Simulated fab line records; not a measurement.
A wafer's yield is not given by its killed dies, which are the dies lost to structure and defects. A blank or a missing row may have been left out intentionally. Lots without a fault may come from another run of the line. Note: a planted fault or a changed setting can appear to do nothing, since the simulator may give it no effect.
Which tool was responsible? || flow sky130 || 6 lots, 18 wafers sampled, at 1 step of a route of 708

## WHAT THE GAUGES READ, wafer by wafer
SKY_NWELL_TW_MEAS_26.
{"lot": "L522", "measured": "day 5 13:50", "on": "film metro-03", "NWELL_2_TW": "488 486 489"}
{"lot": "L525", "measured": "day 6 09:49", "on": "film metro-04", "NWELL_2_TW": "490 491 488"}
{"lot": "L530", "measured": "day 7 12:13", "on": "film metro-03", "NWELL_2_TW": "491 492 489"}
{"lot": "L537", "measured": "day 9 05:13", "on": "film metro-03", "NWELL_2_TW": "489 484 486"}
{"lot": "L540", "measured": "day 10 04:08", "on": "film metro-03", "NWELL_2_TW": "488 486 489"}
{"lot": "L542", "measured": "day 10 16:17", "on": "film metro-01", "NWELL_2_TW": "495 494 496"}

## WHICH TOOL RAN EACH LOT (tool, then ch and the chambers of the sampled wafers, then the start)
The record holds no process step before these readings.

## THE ANSWER, worked out from the rows above alone
Rule: the lots themselves supply what counts as usual. The widest of any qualifying gaps counts: lots, ordered by their means at a reading, are off when they make up no more than a third of the lots, leave a main group of 4 or more, and stand apart from it by 3 or more times the standard deviation of that group's means. A main group is skipped when, at the precision printed for the reading in the tables above, its means are all equal. Also off: a lot with no number at a reading for which 4 or more lots have one. Where the step has rows for the other lots, those lots are counted as sound.
No lot is off on any of the readings shown, so nothing can be concluded from this.

## WHAT WAS PUT IN BY THE SIMULATOR
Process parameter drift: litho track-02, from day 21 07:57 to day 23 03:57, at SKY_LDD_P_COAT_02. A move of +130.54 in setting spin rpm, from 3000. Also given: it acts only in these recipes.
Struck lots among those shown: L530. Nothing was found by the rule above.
